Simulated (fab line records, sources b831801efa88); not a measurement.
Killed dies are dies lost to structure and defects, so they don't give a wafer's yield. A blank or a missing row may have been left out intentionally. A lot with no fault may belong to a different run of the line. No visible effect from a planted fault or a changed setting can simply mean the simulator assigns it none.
fab line records	flow gf180mcu
record: lots: 7	wafers: 21	last-day: 33
route steps=602 shown VT_IMPLANT@95
lots untouched by any fault: they come from a run of this same line in which no faults occurred
start-h: hours from the record's opening day to when the first of the lot's shown wafers began	wait-h: time in hours since the lot's previous step	" identical to the entry in the row above	L1.1+2: a single row standing in for several wafers	- no value, or no start given	* or withheld: withheld	< > ~ a bound
route shown NAME@n: a module of which the file shows steps, and the number in the route of the first	usual: mean and standard deviation over wafers with no fault	same: alike in all rows	chamber/n: place in a boat	sites: the reading at each site	_std_site: standard deviation across them	_edge_site: the outer-site mean with the inner-site mean subtracted	radius-mm: how far each site lies from the wafer's centre	mask NAME#n: copy n	behind: the most recent tool/chamber to have shaped the wafer	hold: why the lot went on hold/how many hours it stayed there/how the hold came to an end	device: the transistor (n, p or np) that didn't switch	end of line: the same wafers' tests at the end of the route	where a step has no rows: the recipe by itself	killed: not the wafer's yield, but the dies lost to structure and defects at the first sort	map: per-die view of a wafer (x killed, . not killed, _ where there is no die)
set.NAME: the setting as run; set.NAME@STEP: as run at that earlier step	model.NAME: the simulator's own value behind a step, which no gauge read
lots at selected steps of the route; one table per step, one row per wafer
services: when a tool's chamber went out of use (start-h, in hours from the record's first day, below 0 if earlier), for how many hours, and the reason
== steps ==
step: GF_VT_IMPLANT_PEB_05
recipe: temp-c: withheld	time-s: *	resist: NOVOLAK
step: GF_VT_IMPLANT_DEVELOP_06
recipe: develop-time-s: 60	dev-temp-c: 23
step: GF_VT_IMPLANT_OVL_MEAS_07
usual: VT_IMPLANT_OVL: -1.1/1.3
lot.wafer	tool	chamber	start-h	wait-h	VT_IMPLANT_OVL[nm]
L712.1	overlay-02	-	160.53	0.1	-0.4
L712.3	"	-	"	"	-1.5
L712.6	"	-	"	"	0.2
L713.1	overlay-01	-	165.98	0.1	-2.2
L713.5	"	-	"	"	-0.5
L713.6	"	-	"	"	-2.8
L714.2	overlay-02	-	171.19	0.1	0.1
L714.4	"	-	"	"	-1.4
L714.5	"	-	"	"	-1.0
L715.1	overlay-02	-	180.33	0.1	-1.4
L715.3	"	-	"	"	-1.0
L715.5	"	-	"	"	-2.6
L716.1	overlay-02	-	186.93	0.1	-0.7
L716.2	"	-	"	"	-1.4
L716.4	"	-	"	"	-2.2
L719.2	overlay-01	-	207.41	0.1	-0.4
L719.4	"	-	"	"	-1.2
L719.6	"	-	"	"	-2.2
L720.2	overlay-01	-	209.41	0.1	-1.7
L720.4	"	-	"	"	0.4
L720.5	"	-	"	"	-0.3
step: GF_VT_IMPLANT_IMPLANT_08
recipe: species: BF2	energy-kev: 20	dose-cm2: 8.29e+12	tilt-deg: 7
step: GF_VT_IMPLANT_STRIP_09
recipe: chemistry: O2/N2	power-w: 1400	pressure-mtorr: 1500	platen-temp-c: 250	o2-flow-sccm: 3000	n2-flow-sccm: 300	overash-fraction: 0.5
usual: drypump-motor-current-A: 5.6/0.5	heater-power-w: 326/14	n2-flow-sccm: 300.0/0.86	oes-product-au: 0.716/0.0045	strip-time-to-endpoint-s: 12.64/0.036
same: overash-fraction: 0.5
lot.wafer	tool	chamber	start-h	wait-h	drypump-motor-current-A	heater-power-w	n2-flow-sccm	oes-product-au	rf-hours-counter-h	strip-time-to-endpoint-s
L712.1	plasma-asher-02	0	160.72	0.1	5.2	325	299.6	0.722	5	12.70
L712.3	"	1	"	"	5.9	301	300.9	0.714	-	12.67
L712.6	"	1	"	"	5.9	300	299.4	0.713	-	12.65
L713.1	plasma-asher-03	1	166.17	0.1	5.5	319	300.2	0.716	54	12.58
L713.5	"	1	"	"	5.5	319	299.3	0.714	-	12.65
L713.6	"	0	"	"	5.9	337	299.4	0.715	-	12.64
L714.2	plasma-asher-03	1	171.37	0.1	5.5	316	299.7	0.712	54	12.61
L714.4	"	1	"	"	5.5	322	300.5	0.715	-	12.63
L714.5	"	1	"	"	5.5	317	301.3	0.709	-	12.59
L715.1	plasma-asher-03	1	180.52	0.1	5.5	313	300.5	0.714	56	12.65
L715.3	"	0	"	"	5.9	337	298.9	0.717	-	12.60
L715.5	"	1	"	"	5.5	313	300.1	0.718	-	12.60
L716.1	plasma-asher-03	1	187.12	0.1	5.5	316	300.6	0.722	56	12.64
L716.2	"	0	"	"	6.0	360	300.2	0.717	56	12.64
L716.4	"	1	"	"	5.5	322	300.1	0.717	-	12.62
L719.2	plasma-asher-04	1	207.59	0.1	4.8	320	300.8	0.725	42	12.63
L719.4	"	1	"	"	4.8	323	301.7	0.712	-	12.63
L719.6	"	0	"	"	6.1	333	298.6	0.720	-	12.64
L720.2	plasma-asher-02	1	209.59	0.1	5.9	317	300.1	0.717	11	12.59
L720.4	"	0	"	"	5.2	325	300.6	0.712	-	12.61
L720.5	"	0	"	"	5.2	315	300.1	0.723	-	12.57
step: GF_VT_IMPLANT_TW_MEAS_10
usual: VT_IMPLANT_TW: 565/6.7
lot.wafer	tool	chamber	start-h	wait-h	VT_IMPLANT_TW
L712.1	film-metro-01	-	160.82	0.1	561
L712.3	"	-	"	"	561
L712.6	"	-	"	"	562
L713.1	film-metro-03	-	166.27	0.1	568
L713.5	"	-	"	"	571
L713.6	"	-	"	"	570
L714.2	film-metro-03	-	171.48	0.1	566
L714.4	"	-	"	"	571
L714.5	"	-	"	"	568
L715.1	film-metro-01	-	180.62	0.1	562
L715.3	"	-	"	"	563
L715.5	"	-	"	"	562
L716.1	film-metro-03	-	187.22	0.1	569
L716.2	"	-	"	"	570
L716.4	"	-	"	"	568
L719.2	film-metro-02	-	207.70	0.1	555
L719.4	"	-	"	"	554
L719.6	"	-	"	"	552
L720.2	film-metro-01	-	209.70	0.1	574
L720.4	"	-	"	"	570
L720.5	"	-	"	"	568
step: GF_VT_IMPLANT_DEHYDRATE_11
recipe: temp-c: 200	time-s: 60
step: GF_VT_IMPLANT_HMDS_12
recipe: prime-time-s: 60	prime-temp-c: 120
step: GF_VT_IMPLANT_COAT_13
recipe: resist: NOVOLAK	spin-rpm: 3000	resist-thk-nm: 1000
step: GF_VT_IMPLANT_SOFTBAKE_14
recipe: temp-c: 90	time-s: 60	resist: NOVOLAK
step: GF_VT_IMPLANT_EXPOSE_15
recipe: mask-id: Nwell_LV_AREA	target-cd-nm: 860	na: 0.6	source-shape: conventional	sigma-outer: 0.6	dose-mj: 140
step: GF_VT_IMPLANT_PEB_16
recipe: temp-c: withheld	time-s: *	resist: NOVOLAK
step: GF_VT_IMPLANT_DEVELOP_17
recipe: develop-time-s: 60	dev-temp-c: 23
usual: chill-plate-temp-C: 23.00/0.11	develop-time-s: 60/0
lot.wafer	tool	chamber	start-h	wait-h	chill-plate-temp-C	develop-time-s
L712.1	litho-track-02	0	176.38	0.1	23.01	60
L712.3	"	0	"	"	22.92	60
L712.6	"	0	"	"	23.02	60
L713.1	litho-track-01	-	182.58	0.1	-	-
L713.5	"	-	"	"	-	-
L713.6	"	-	"	"	-	-
L714.2	litho-track-01	-	188.15	0.1	-	-
L714.4	"	-	"	"	-	-
L714.5	"	-	"	"	-	-
L715.1	litho-track-02	-	197.63	0.1	-	-
L715.3	"	-	"	"	-	-
L715.5	"	-	"	"	-	-
L716.1	litho-track-02	0	203.73	0.1	23.11	60
L716.2	"	0	"	"	23.11	60
L716.4	"	0	"	"	22.95	60
L719.2	litho-track-04	0	224.17	0.1	23.12	60
L719.4	"	0	"	"	23.03	60
L719.6	"	0	"	"	22.94	60
L720.2	litho-track-02	0	226.16	0.1	22.92	60
L720.4	"	0	"	"	23.00	60
L720.5	"	0	"	"	23.07	60
step: GF_VT_IMPLANT_OVL_MEAS_18
usual: VT_IMPLANT_01_OVL: -0.3/1.3
lot.wafer	tool	chamber	start-h	wait-h	VT_IMPLANT_01_OVL[nm]
L712.1	overlay-01	-	176.53	0.1	-0.6
L712.3	"	-	"	"	-0.2
L712.6	"	-	"	"	2.1
L713.1	overlay-02	-	182.73	0.1	-
L713.5	"	-	"	"	-
L713.6	"	-	"	"	-
L714.2	overlay-02	-	188.29	0.1	-
L714.4	"	-	"	"	-
L714.5	"	-	"	"	-
L715.1	overlay-02	-	197.78	0.1	-
L715.3	"	-	"	"	-
L715.5	"	-	"	"	-
L716.1	overlay-01	-	203.88	0.1	-1.4
L716.2	"	-	"	"	-1.8
L716.4	"	-	"	"	-1.3
L719.2	overlay-01	-	224.31	0.1	-0.2
L719.4	"	-	"	"	-0.5
L719.6	"	-	"	"	-1.3
L720.2	overlay-02	-	226.29	0.1	0.8
L720.4	"	-	"	"	1.0
L720.5	"	-	"	"	-0.7
== services ==
tool	chamber	start-h	hours	kind
plasma-asher-03	-	189.54	0.7	repair
plasma-asher-03	-	194.96	9.5	pm
== key ==
first-sign: step: GF_VT_IMPLANT_DEVELOP_17	reading: tool-record	direction: missing
effect none on later readings
met-at GF_VT_IMPLANT_DEVELOP_17
struck-wafers L713.1,L713.5,L713.6,L714.2,L714.4,L714.5,L715.1,L715.3,L715.5
later-rows-left-out L713.1,L713.5,L713.6,L714.2,L714.4,L714.5,L715.1,L715.3,L715.5
sort-left-out L713.1,L713.5,L713.6,L714.2,L714.4,L714.5,L715.1,L715.3,L715.5
tester-left-out L713,L714,L715
onset-between 176.38 182.58
fault: kind: skipped-step-whole	tool: litho-track-01,litho-track-02	chamber: -	onset-h: 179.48	steps: GF_VT_IMPLANT_DEVELOP_17	scope: struck-lots-only
tester-left-out: of these lots the tester's yield and bins aren't shown, on N5 and GAA mostly nor the transistor test; their killed dies are dies lost to structure and defects alone, not to doping, threshold or leakage, so they don't give the yield
sort-left-out: the simulated sort isn't trusted on such a fault, so these wafers' sort isn't shown, and their yield isn't known
later-rows-left-out: the simulator's readings of these wafers behind a module that went badly wrong aren't trusted and aren't shown, but for the sort
